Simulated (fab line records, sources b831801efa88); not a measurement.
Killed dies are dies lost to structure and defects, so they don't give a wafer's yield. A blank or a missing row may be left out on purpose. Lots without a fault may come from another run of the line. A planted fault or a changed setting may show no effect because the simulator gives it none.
fab line records | flow sky130
record lots=6 wafers=18 last_day=50
route steps=708 shown METAL1@446 VIA1@458 PAD_OPEN@708
lots that met no fault: from a run of the same line without faults
start_h: hours from the record's first day to the start of the lot's first wafer shown | wait_h: hours since the lot's step before | " the same as in the row above | L1.1+2: a row that stands for several wafers | - no value, or no start given | * or withheld: withheld | < > ~ a bound
route shown NAME@n: a module of which the file shows steps, and the number in the route of the first | usual: mean/standard deviation of fault-free wafers | same: alike in all rows | chamber/n: place in a boat | sites: the reading at each site | _std_site: their standard deviation | _edge_site: outer sites' mean less inner sites' | radius_mm: how far each site lies from the wafer's centre | mask NAME#n: copy n | behind: the tool/chamber that last shaped the wafer | hold: why the lot was held/for how many hours/how that ended | device: the transistor (n, p or np) that didn't switch | end of line: the same wafers' tests at the end of the route | a step without rows: its recipe alone | killed: dies lost to structure and defects at the first sort, not the wafer's yield | map: a wafer's dies, x killed, . not, _ none there
set.NAME: the setting as run; set.NAME@STEP: as run at that earlier step | model.NAME: the simulator's own value behind a step, which no gauge read
lots at some steps of the route; a table a step, a row a wafer
services: from which hour (start_h, from the record's first day; less than 0 if before it) a tool's chamber was out of use, for how many hours, and why
## steps
# step SKY_METAL1_EXPOSE_12
# recipe mask_id=MM1 na=0.8 source_shape=annular sigma_inner=0.55 sigma_outer=0.85 target_cd_nm=140 dose_mj=28
# step SKY_METAL1_PEB_13
# recipe peb_temp_c=withheld peb_time_s=withheld resist=KrF-thick
# step SKY_METAL1_DEVELOP_14
# recipe develop_time_s=60 resist=KrF-thick dev_temp_c=21
# step SKY_METAL1_CD_MEAS_15
# recipe target_cd_nm=140
# usual cd_nm=140.2/1.5
# columns lot.wafer tool chamber start_h wait_h cd_nm
L109.2 cd_sem-01 - 758.59 - 142.2
L109.4 " - " " 140.4
L109.5 " - " " 140.2
L117.4 cd_sem-01 - 824.68 - 139.7
L117.5 " - " " 139.3
L117.6 " - " " 140.0
L120.1 cd_sem-01 - 845.52 - 140.3
L120.4 " - " " 140.1
L120.5 " - " " 141.5
L121.1 cd_sem-02 - 854.77 - 140.7
L121.3 " - " " 140.3
L121.5 " - " " 140.5
L129.2 cd_sem-02 - 918.02 - 142.1
L129.3 " - " " 142.8
L129.6 " - " " 141.7
L130.1 cd_sem-02 - 924.04 - 139.1
L130.3 " - " " 137.7
L130.6 " - " " 138.4
# step SKY_METAL1_OVL_MEAS_16
# usual METAL1_OVL=1/5.2
# columns lot.wafer tool chamber start_h wait_h METAL1_OVL[nm]
L109.2 overlay-02 - 758.70 0.1 6
L109.4 " - " " 8
L109.5 " - " " 3
L117.4 overlay-01 - 824.76 0.1 -2
L117.5 " - " " -3
L117.6 " - " " 0
L120.1 overlay-02 - 845.64 0.1 1
L120.4 " - " " 0
L120.5 " - " " -3
L121.1 overlay-01 - 854.89 0.1 -10
L121.3 " - " " -8
L121.5 " - " " -7
L129.2 overlay-02 - 918.12 0.1 -5
L129.3 " - " " -2
L129.6 " - " " -8
L130.1 overlay-02 - 924.16 0.1 7
L130.3 " - " " 6
L130.6 " - " " 9
# step SKY_METAL1_DESCUM_17
# recipe chemistry=O2 source_power_w=150 bias_power_w=0 pressure_mtorr=10 temp_c=40 time_s=8
# usual drypump_motor_current_A=5.6/0.45 oes_product_au=1.006/0.014
# same time_s=8
# columns lot.wafer tool chamber start_h wait_h drypump_motor_current_A oes_product_au rf_hours_counter_h
L109.2 rie_metal-01 1 758.73 0.0 5.3 0.998 5
L109.4 " 1 " " 5.3 0.997 -
L109.5 " 1 " " 5.3 1.001 -
L117.4 rie_metal-03 0 824.79 0.0 5.7 1.003 -
L117.5 " 0 " " 5.7 1.016 -
L117.6 " 1 " " 6.0 1.017 -
L120.1 rie_metal-01 0 845.68 0.0 6.4 1.017 15
L120.4 " 0 " " 6.4 1.022 -
L120.5 " 0 " " 6.4 1.012 -
L121.1 rie_metal-04 0 854.93 0.0 5.5 0.984 9
L121.3 " 0 " " 5.5 0.989 -
L121.5 " 0 " " 5.5 0.987 -
L129.2 rie_metal-03 1 918.15 0.0 5.9 1.015 14
L129.3 " 1 " " 5.9 1.013 -
L129.6 " 0 " " 5.7 1.024 -
L130.1 rie_metal-01 0 924.20 0.0 6.4 1.003 1
L130.3 " 1 " " 5.3 1.004 -
L130.6 " 1 " " 5.2 0.998 -
# step SKY_METAL1_ETCH_18
# recipe chemistry=N2/H2 target=BARC ion_energy_ev=200 bias_w=100 pressure_mtorr=30 n2_flow_sccm=100 h2_flow_sccm=200 icp_w=500 stop_on=SiO2 time_s=45.9 target_depth_a=600
# usual drypump_motor_current_A=5.7/0.45 oes_product_au=0.855/0.0046 throttle_valve_pct=13.226/0.0097
# same time_s=45.9
# columns lot.wafer tool chamber start_h wait_h drypump_motor_current_A oes_product_au rf_hours_counter_h throttle_valve_pct
L109.2 rie_metal-01 1 758.76 0.0 5.3 0.859 5 13.226
L109.4 " 1 " " 5.3 0.857 - 13.246
L109.5 " 1 " " 5.3 0.853 - 13.237
L117.4 rie_metal-03 0 824.83 0.0 5.7 0.854 - 13.215
L117.5 " 0 " " 5.7 0.851 - 13.228
L117.6 " 1 " " 6.0 0.856 - 13.220
L120.1 rie_metal-01 0 845.74 0.1 6.4 0.858 15 13.219
L120.4 " 0 " " 6.4 0.863 - 13.232
L120.5 " 0 " " 6.4 0.856 - 13.237
L121.1 rie_metal-04 0 854.96 0.0 5.5 0.855 9 13.216
L121.3 " 0 " " 5.5 0.857 - 13.221
L121.5 " 0 " " 5.5 0.852 - 13.237
L129.2 rie_metal-03 1 918.19 0.0 5.9 0.851 14 13.210
L129.3 " 1 " " 5.9 0.853 - 13.234
L129.6 " 0 " " 5.7 0.855 - 13.235
L130.1 rie_metal-01 0 924.23 0.0 6.4 0.853 1 13.220
L130.3 " 1 " " 5.3 0.853 - 13.224
L130.6 " 1 " " 5.3 0.865 - 13.223
# step SKY_METAL1_METAL_ETCH_19
# recipe target_depth_a=3600 stop_on=SiO2 over_etch_frac=0.3 time_s=78 chemistry=Cl2/BCl3 resist_sidewall_deg=88 pressure_mtorr=10 icp_w=900 bias_w=48.5 Cl2_flow_sccm=60 bcl3_flow_sccm=30
# usual drypump_motor_current_A=5.6/0.45 mfc_cl2_sccm=60.00/0.18 oes_product_au=0.855/0.0064 throttle_valve_pct=22.265/0.0089
# same time_s=78
# columns lot.wafer tool chamber start_h wait_h drypump_motor_current_A mfc_cl2_sccm oes_product_au rf_hours_counter_h throttle_valve_pct
L109.2 rie_metal-01 1 758.82 0.0 5.3 60.06 0.857 5 22.266
L109.4 " 1 " " 5.3 59.92 0.859 - 22.262
L109.5 " 1 " " 5.3 60.25 0.839 - 22.275
L117.4 rie_metal-03 0 824.91 0.1 5.7 59.93 0.845 - 22.269
L117.5 " 0 " " 5.8 59.72 0.854 - 22.260
L117.6 " 1 " " 5.9 60.20 0.852 - 22.264
L120.1 rie_metal-01 0 845.87 0.1 6.4 59.68 0.858 15 22.271
L120.4 " 0 " " 6.4 59.99 0.864 - 22.265
L120.5 " 0 " " 6.4 59.96 0.861 - 22.257
L121.1 rie_metal-04 0 855.03 0.0 5.5 60.11 0.856 9 22.266
L121.3 " 0 " " 5.5 60.23 0.852 - 22.274
L121.5 " 0 " " 5.5 60.31 0.850 - 22.277
L129.2 rie_metal-03 1 918.25 0.0 6.0 59.97 0.860 14 22.273
L129.3 " 1 " " 6.0 59.99 0.860 - 22.264
L129.6 " 0 " " 5.7 59.80 0.859 - 22.248
L130.1 rie_metal-01 0 924.29 0.0 6.4 60.07 0.853 1 22.264
L130.3 " 1 " " 5.3 60.14 0.851 - 22.255
L130.6 " 1 " " 5.3 59.82 0.851 - 22.256
# step SKY_METAL1_STRIP_20
# recipe chemistry=O2/N2 power_w=1400 pressure_mtorr=1500 platen_temp_c=withheld o2_flow_sccm=3000 n2_flow_sccm=300 overash_fraction=0.5
# usual drypump_motor_current_A=5.6/0.46 oes_product_au=0.342/0.006 strip_time_to_endpoint_s=2.67/0.076
# columns lot.wafer tool chamber start_h wait_h drypump_motor_current_A oes_product_au rf_hours_counter_h strip_time_to_endpoint_s
L109.2 plasma_asher-02 1 758.91 0.1 4.8 0.342 93 2.73
L109.4 " 1 " " 4.8 0.339 - 2.68
L109.5 " 1 " " 4.8 0.346 - 2.72
L117.4 plasma_asher-01 1 825.00 0.1 5.5 0.335 - 2.62
L117.5 " 0 " " 6.1 0.349 - 2.64
L117.6 " 1 " " 5.5 0.334 - 2.59
L120.1 plasma_asher-02 0 846.05 0.1 5.8 0.341 102 2.71
L120.4 " 0 " " 5.7 0.342 - 2.70
L120.5 " 1 " " 4.8 0.331 - 2.70
L121.1 plasma_asher-04 0 855.12 0.1 6.2 0.343 41 2.78
L121.3 " 0 " " 6.2 0.348 - 2.78
L121.5 " 1 " " 5.5 0.345 - 2.75
L129.2 plasma_asher-01 1 918.34 0.1 5.6 0.337 80 2.59
L129.3 " 1 " " 5.5 0.332 - 2.56
L129.6 " 1 " " 5.6 0.334 - 2.59
L130.1 plasma_asher-04 0 924.38 0.1 6.1 0.339 48 2.66
L130.3 " 1 " " 5.5 0.337 - 2.71
L130.6 " 0 " " 6.1 0.355 - 2.71
# step SKY_METAL1_STRIP_21
# recipe chemistry=post_etch_residue_remover time_s=1200 temp_c=72.5
# step SKY_METAL1_CLEAN_22
# recipe chemistry=IPA time_s=180 temp_c=25
# step SKY_METAL1_CLEAN_23
# recipe chemistry=O3/DIW dry=n2_spin
# step SKY_VIA1_HDPCVD_00
# recipe material=SiO2 target_thk_nm=1030 sigma_open_frac=0.3 time_s=171.7 temp_c=400 sih4_flow_sccm=60 pressure_mtorr=6
# usual pressure_mtorr=5.999/0.012 run_length_s=199.5/0.52
# columns lot.wafer tool chamber start_h wait_h pressure_mtorr run_length_s model.SiO2_of_VIA1_HDPCVD_00.thk_nm
L109.2 hdpcvd-01 1 759.50 0.0 6.006 199.6 1036
L109.4 " 1 " " 6.004 199.7 1038
L109.5 " 0 " " 6.007 199.7 1028
L117.4 hdpcvd-02 0 825.61 0.1 6.007 199.2 1023
L117.5 " 1 " " 6.018 199.0 1025
L117.6 " 2 " " 5.996 200.8 1028
L120.1 hdpcvd-02 2 846.64 0.0 6.008 182.6 923.6
L120.4 " 2 " " 5.986 182.4 926.1
L120.5 " 1 " " 5.993 181.1 917
L121.1 hdpcvd-02 0 855.75 0.0 5.986 182.2 912.9
L121.3 " 2 " " 6.019 182.6 932.6
L121.5 " 1 " " 5.987 181.4 894.1
L129.2 hdpcvd-02 1 918.97 0.0 6.030 198.5 1025
L129.3 " 0 " " 5.979 199.7 1038
L129.6 " 2 " " 5.998 200.6 1045
L130.1 hdpcvd-01 0 924.98 0.0 6.008 199.7 1040
L130.3 " 2 " " 6.006 199.9 1051
L130.6 " 1 " " 6.015 199.3 1038
# step SKY_VIA1_THK_MEAS_01
# recipe reads=SiO2_of_VIA1_HDPCVD_00
# usual VIA1_HDPCVD_THK=1036/14
# columns lot.wafer tool chamber start_h wait_h VIA1_HDPCVD_THK[nm]
L109.2 film_metro-02 - 759.63 0.1 1037
L109.4 " - " " 1039
L109.5 " - " " 1029
L117.4 film_metro-01 - 825.70 0.0 1022
L117.5 " - " " 1025
L117.6 " - " " 1028
L120.1 film_metro-03 - 846.75 0.1 923
L120.4 " - " " 926
L120.5 " - " " 917
L121.1 film_metro-01 - 855.86 0.1 913
L121.3 " - " " 932
L121.5 " - " " 894
L129.2 film_metro-02 - 919.09 0.1 1024
L129.3 " - " " 1038
L129.6 " - " " 1044
L130.1 film_metro-03 - 925.09 0.1 1040
L130.3 " - " " 1052
L130.6 " - " " 1038
# step SKY_VIA1_CMP_02
# recipe material=SiO2 down_force_psi=4 platen_rpm=60 pad_velocity_m_s=0.94248
# usual edge_zone_pressure_frac=1.000/0.005 motor_current_A=11.9/1
# columns lot.wafer tool chamber start_h wait_h edge_zone_pressure_frac motor_current_A
L109.2 cmp-01 1 759.98 0.3 0.993 10.9
L109.4 " 2 " " 1.002 11.6
L109.5 " 0 " " 0.999 11.8
L117.4 cmp-02 1 825.88 0.2 1.003 13.6
L117.5 " 2 " " 1.010 11.2
L117.6 " 3 " " 1.001 11.2
L120.1 cmp-01 1 846.81 0.1 0.997 10.5
L120.4 " 2 " " 1.004 12.3
L120.5 " 1 " " 0.997 10.9
L121.3 cmp-01 2 855.92 0.0 0.999 12.2
L121.1 " 0 " " 0.995 12.3
L121.5 " 3 " " 0.998 14.1
L129.2 cmp-02 1 919.14 0.0 1.009 13.0
L129.3 " 3 " " 0.989 10.8
L129.6 " 1 " " 1.014 13.5
L130.3 cmp-02 2 925.15 0.0 0.998 11.8
L130.1 " 1 " " 1.004 13.1
L130.6 " 3 " " 1.001 11.1
# step SKY_PAD_OPEN_PROBE_99
# usual defect_limited_yield=82.6/2 killed_at_M0_to_M3=44/7.3 killed_at_M4_up=3.1/1.6 killed_at_contacts=24/5.4 killed_at_front_end=15/4 killed_at_other=0.2/0.49 killed_dies=86/10 killed_on_rim=17/3.7 killed_open=48/7.3 killed_short=38/6.3 sort_bin_3_pad_short=0.8/0.45 sort_bin_5_function=10.3/1.5 sort_bin_6_memory=6.3/1.2 sort_bin_8_speed=0.00/0.017 sort_n_pass=406/10 sort_yield_pct=82.6/2
# same gross_dies=492 killed_at_back_side=0 sort_bin_4_leakage[%]=0
# columns lot.wafer tool chamber start_h wait_h defect_limited_yield[%] killed_at_M0_to_M3 killed_at_M4_up killed_at_contacts killed_at_front_end killed_at_other killed_dies killed_on_rim killed_open killed_short sort_bin_3_pad_short[%] sort_bin_5_function[%] sort_bin_6_memory[%] sort_bin_8_speed[%] sort_n_pass sort_yield_pct[%]
L109.2 prober-02 - 1069.38 0.1 83.7 39 3 23 15 0 80 15 48 32 0.8 10.0 5.5 0 412 83.7
L109.4 prober-02 - 1069.48 0.2 83.3 49 1 25 7 0 82 14 43 39 1.8 9.8 5.1 0 410 83.3
L109.5 prober-02 - 1069.53 0.2 83.9 40 3 20 16 0 79 18 44 35 1.0 10.0 5.1 0 413 83.9
L117.4 prober-02 - 1121.22 0.2 82.7 46 4 21 14 0 85 11 52 33 0.8 10.6 5.9 0 407 82.7
L117.5 prober-02 - 1121.27 0.2 82.5 42 2 29 13 0 86 20 48 38 1.0 10.6 5.9 0 406 82.5
L117.6 prober-02 - 1121.32 0.2 85.2 38 2 22 11 0 73 13 43 30 0.8 8.1 5.9 0 419 85.2
L120.1 prober-01 - 1136.60 0.1 81.1 45 1 32 15 0 93 16 55 38 0.8 10.6 7.5 0 399 81.1
L120.4 prober-01 - 1136.75 0.2 78.7 59 0 30 16 0 105 13 57 48 1.4 12.2 7.7 0 387 78.7
L120.5 prober-01 - 1136.80 0.2 82.3 42 0 23 21 1 87 22 47 40 0.6 11.2 5.9 0 405 82.3
L121.1 prober-02 - 1144.01 0.1 85.4 44 2 20 6 0 72 9 41 31 0.8 7.7 6.1 0 420 85.4
L121.3 prober-02 - 1144.11 0.2 81.9 43 4 26 16 0 89 21 44 45 1.0 11.4 5.7 0 403 81.9
L121.5 prober-02 - 1144.21 0.2 85.2 34 2 24 12 1 73 15 36 37 1.4 8.1 5.3 0 419 85.2
L129.2 prober-01 - 1187.63 0.1 78.0 51 3 36 17 1 108 24 61 47 0.8 12.0 9.1 0 384 78.0
L129.3 prober-01 - 1187.68 0.2 82.9 46 5 24 9 0 84 16 49 35 0.6 12.0 4.5 0 408 82.9
L129.6 prober-01 - 1187.83 0.2 81.3 57 1 19 15 0 92 23 41 51 1.0 12.0 5.7 0 400 81.3
L130.1 prober-02 - 1192.05 0.1 81.9 53 1 24 11 0 89 14 51 38 0.8 10.6 6.7 0.20 402 81.7
L130.3 prober-02 - 1192.15 0.2 79.9 45 2 29 22 1 99 20 56 43 0.4 11.6 8.1 0 393 79.9
L130.6 prober-02 - 1192.30 0.2 83.9 35 3 28 12 1 79 10 46 33 1.6 9.8 4.7 0 413 83.9
# killed by level:class
L109.2 LI_CONTACT:geometric_particle:open=9 VIA1:geometric_particle:open=9 CONTACT:geometric_particle:open=6 METAL1:geometric_particle:short=6 VIA3:geometric_particle:open=6 FIELD_ISO:geometric_particle:open=5 VIA2:geometric_particle:open=5 FIELD_ISO:geometric_particle:short=4
L109.4 CONTACT:geometric_particle:open=11 VIA1:geometric_particle:open=8 VIA3:geometric_particle:open=8 METAL2:geometric_particle:short=8 VIA1:geometric_particle:short=7 VIA2:geometric_particle:open=7 CONTACT:geometric_particle:short=6 LI_CONTACT:geometric_particle:open=5
L109.5 VIA1:geometric_particle:open=13 CONTACT:geometric_particle:open=9 VIA2:geometric_particle:open=6 FIELD_ISO:geometric_particle:short=5 VIA3:geometric_particle:open=5 LOCAL_INTERCONNECT:geometric_particle:short=4 VIA2:geometric_particle:short=4 LI_CONTACT:geometric_particle:open=3
L117.4 VIA1:geometric_particle:open=15 CONTACT:geometric_particle:open=12 VIA3:geometric_particle:open=7 VIA1:geometric_particle:short=6 CONTACT:geometric_particle:short=4 METAL1:geometric_particle:short=4 VIA2:geometric_particle:open=4 FIELD_ISO:geometric_particle:short=3
L117.5 VIA1:geometric_particle:open=15 LI_CONTACT:geometric_particle:open=8 CONTACT:geometric_particle:short=8 CONTACT:geometric_particle:open=6 LOCAL_INTERCONNECT:geometric_particle:short=5 VIA3:geometric_particle:open=5 METAL1:geometric_particle:short=4 VIA2:geometric_particle:open=4
L117.6 VIA1:geometric_particle:open=10 LI_CONTACT:geometric_particle:open=8 CONTACT:geometric_particle:short=6 VIA2:geometric_particle:open=5 POLY_GATE:geometric_particle:open=4 CONTACT:geometric_particle:open=4 VIA3:geometric_particle:open=4 METAL3:geometric_particle:short=4
L120.1 CONTACT:geometric_particle:open=16 METAL1:geometric_particle:short=10 VIA2:geometric_particle:open=9 LI_CONTACT:geometric_particle:open=8 VIA1:geometric_particle:open=8 POLY_GATE:geometric_particle:open=6 POLY_GATE:geometric_particle:short=4 CONTACT:geometric_particle:short=4
L120.4 CONTACT:geometric_particle:open=14 VIA1:geometric_particle:open=10 LI_CONTACT:geometric_particle:open=7 METAL1:geometric_particle:short=7 VIA3:geometric_particle:open=7 METAL2:geometric_particle:short=6 METAL3:geometric_particle:short=6 VIA3:geometric_particle:short=6
L120.5 VIA1:geometric_particle:open=9 CONTACT:geometric_particle:open=7 VIA2:geometric_particle:open=7 FIELD_ISO:geometric_particle:open=5 POLY_GATE:geometric_particle:short=5 LOCAL_INTERCONNECT:geometric_particle:short=5 VIA2:geometric_particle:short=5 VIA3:geometric_particle:open=5
L121.1 VIA1:geometric_particle:open=10 CONTACT:geometric_particle:open=9 METAL2:geometric_particle:short=8 VIA2:geometric_particle:open=8 LI_CONTACT:geometric_particle:open=4 CONTACT:geometric_particle:short=4 METAL1:geometric_particle:short=4 VIA3:geometric_particle:open=4
L121.3 CONTACT:geometric_particle:open=12 VIA1:geometric_particle:short=8 VIA1:geometric_particle:open=8 CONTACT:geometric_particle:short=7 LI_CONTACT:geometric_particle:open=6 METAL1:geometric_particle:short=6 FIELD_ISO:geometric_particle:open=5 METAL2:geometric_particle:short=5
L121.5 CONTACT:geometric_particle:open=8 VIA2:geometric_particle:open=6 LOCAL_INTERCONNECT:geometric_particle:short=6 VIA1:geometric_particle:open=6 METAL2:geometric_particle:short=6 POLY_GATE:geometric_particle:short=5 CONTACT:geometric_particle:short=4 VIA1:geometric_particle:short=4
L129.2 VIA1:geometric_particle:open=12 LI_CONTACT:geometric_particle:open=9 CONTACT:geometric_particle:open=9 VIA3:geometric_particle:open=8 FIELD_ISO:geometric_particle:open=7 VIA2:geometric_particle:open=7 METAL2:geometric_particle:short=7 LOCAL_INTERCONNECT:geometric_particle:short=6
L129.3 VIA1:geometric_particle:open=13 CONTACT:geometric_particle:open=10 VIA2:geometric_particle:open=7 LI_CONTACT:geometric_particle:open=6 VIA3:geometric_particle:open=6 METAL2:geometric_particle:short=5 LI_CONTACT:geometric_particle:short=5 METAL4:geometric_particle:short=5
L129.6 VIA1:geometric_particle:open=12 METAL2:geometric_particle:short=11 FIELD_ISO:geometric_particle:short=8 CONTACT:geometric_particle:open=7 VIA2:geometric_particle:open=7 CONTACT:geometric_particle:short=5 VIA3:geometric_particle:open=5 METAL1:geometric_particle:short=4
L130.1 VIA1:geometric_particle:open=18 CONTACT:geometric_particle:open=10 VIA2:geometric_particle:open=8 METAL1:geometric_particle:short=6 CONTACT:geometric_particle:short=5 VIA2:geometric_particle:short=4 VIA3:geometric_particle:open=4 VIA3:geometric_particle:short=4
L130.3 CONTACT:geometric_particle:open=13 VIA1:geometric_particle:open=12 FIELD_ISO:geometric_particle:open=7 POLY_GATE:geometric_particle:short=6 VIA1:geometric_particle:short=6 CONTACT:geometric_particle:short=5 VIA2:geometric_particle:open=5 VIA3:geometric_particle:open=5
L130.6 CONTACT:geometric_particle:open=12 VIA3:geometric_particle:open=10 VIA1:geometric_particle:open=8 CONTACT:geometric_particle:short=7 FIELD_ISO:geometric_particle:open=5 VIA1:geometric_particle:short=4 LOCAL_INTERCONNECT:geometric_particle:short=3 METAL1:geometric_particle:short=3
## services
# columns tool chamber start_h hours kind
plasma_asher-04 - 736.68 0.8 repair
cmp-02 - 744.22 4.0 pm
cmp-02 - 757.18 5.4 pm
rie_metal-03 - 769.89 4.3 pm
rie_metal-01 - 770.47 2.8 pm
hdpcvd-02 2 776.55 2.1 repair
cmp-02 - 783.71 2.2 repair
plasma_asher-02 - 784.55 1.7 repair
rie_metal-01 - 791.39 0.1 repair
hdpcvd-01 - 811.10 0.9 repair
cmp-01 - 818.35 1.9 repair
cmp-01 - 827.37 4.3 pm
cmp-01 - 835.05 2.0 repair
rie_metal-01 1 843.33 21.0 repair
rie_metal-03 0 849.99 - clean
rie_metal-01 0 853.15 2.4 repair
cmp-01 - 866.99 0.9 repair
rie_metal-03 - 867.03 2.8 pm
rie_metal-04 - 868.36 0.9 repair
rie_metal-01 0 882.20 - clean
rie_metal-01 0 882.20 17.2 scheduled_down
rie_metal-01 0 882.20 17.2 vent_cycle
hdpcvd-02 2 887.43 11.2 repair
cmp-01 - 912.00 4.0 pm
## key
first_sign step=SKY_VIA1_HDPCVD_00 reading=run_length_s direction=down sigmas=34 usual=* struck=*
effect step=SKY_VIA1_THK_MEAS_01 reading=VIA1_HDPCVD_THK direction=down sigmas=8.3 usual=1036 struck=918
model_effect step=SKY_VIA1_HDPCVD_00 value=SiO2_of_VIA1_HDPCVD_00.thk_nm without=1024 struck=917.7
met_at SKY_VIA1_HDPCVD_00
struck_wafers L120.1,L120.4,L120.5,L121.1,L121.3,L121.5
onset_between 825.61 846.64
fault kind=process_parameter_drift tool=hdpcvd-02 chamber=- onset_h=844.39 steps=SKY_VIA1_HDPCVD_00 channel=time_s offset=* shape=step end_h=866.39 acts_in=* stated=*
